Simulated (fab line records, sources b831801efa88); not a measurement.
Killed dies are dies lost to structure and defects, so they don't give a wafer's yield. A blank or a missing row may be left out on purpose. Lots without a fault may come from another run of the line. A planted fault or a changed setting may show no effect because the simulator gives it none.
Problem report in the 8D (eight disciplines) form, filled by code | flow sfq_line | the parts of the form that need people (team, actions taken, sign-off) are left out

1. THE PROBLEM
run_length_s at SFQ_TRILAYER_I2_DEP_PECVD_063 reads a mean of 142.6 s on 3 wafers of 3 lots; wafers without a fault read 139.0 s with a standard deviation of 0.59. That is +6.0 standard deviations from the usual mean.
The step: deposits SiO2 from SiH4/N2O, time 111.11 s, target thk 500 nm.
First seen on wafer L900.2, day 29 17:22, on pecvd-01. The record holds 44 wafers of 15 lots with a number at this step. Rule for "out", or "out of limits": more than 4 standard deviations from the usual mean. The other wafers with a number count as sound.

2. WHAT IT IS AND WHAT IT IS NOT
question                    | is                     | is not
which readings at this step | run_length_s           | heater_power_w, throttle_valve_pct
which lots                  | L900, L901, L904       | L886, L888, L889, L890, L891, L892, L893, L894, L896, L897, L898, L909
which wafers of those lots  | L900.2, L901.2, L904.2 | L900.1, L900.5, L901.4, L901.5, L904.1
read on which tools         | pecvd-01               | pecvd-03, pecvd-04
when                        | from day 29 17:22      | up to then (35 sound wafers); but 6 sound wafers of L901, L904, L909 came after

3. SUSPECTS, AND WHAT RULES EACH OUT
Counting: a tool at a process step up to the reading stays a suspect if it ran every lot that is out. Sound lots after the first of them don't rule it out here, since some wafers of a struck lot are sound.
- pecvd-01 at SFQ_TRILAYER_I2_DEP_PECVD_063 (deposits SiO2 from SiH4/N2O, time 111.11 s, target thk 500 nm): kept. It ran every lot that is out, first L900 (day 29 17:22); its last sound lot up to then is L897 (day 28 08:04). Its own readings are out on those wafers: run_length_s.
Left after counting: pecvd-01 at SFQ_TRILAYER_I2_DEP_PECVD_063.

4. THE CAUSE (what the simulator had put in)
Process parameter drift: pecvd-01, from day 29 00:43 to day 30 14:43, at SFQ_TRILAYER_I2_DEP_PECVD_063. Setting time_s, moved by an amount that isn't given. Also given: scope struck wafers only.
Counting left only this tool.

5. THE CHAIN OF EFFECTS, in route order
Each row: a reading whose mean over the struck wafers that have a number lies more than 3 standard deviations from the usual. Only readings for which the record gives a usual standard deviation are gone through. hours: the time from each lot's start at the first step in this table that gives one to its start at this step, as a median over the lots. sigmas: the change in usual standard deviations.
hours | step                          | reading      | usual   | on struck wafers | change | sigmas
0     | SFQ_TRILAYER_I2_DEP_PECVD_063 | run_length_s | 139.0 s | 142.6            | +3.6   | +6.0
The process steps in it:
- SFQ_TRILAYER_I2_DEP_PECVD_063: deposits SiO2 from SiH4/N2O, time 111.11 s, target thk 500 nm.

6. WHAT WOULD HAVE CAUGHT IT SOONER
In this record the first reading out of limits was taken at day 29 17:22, 17 hours after the fault began at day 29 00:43.
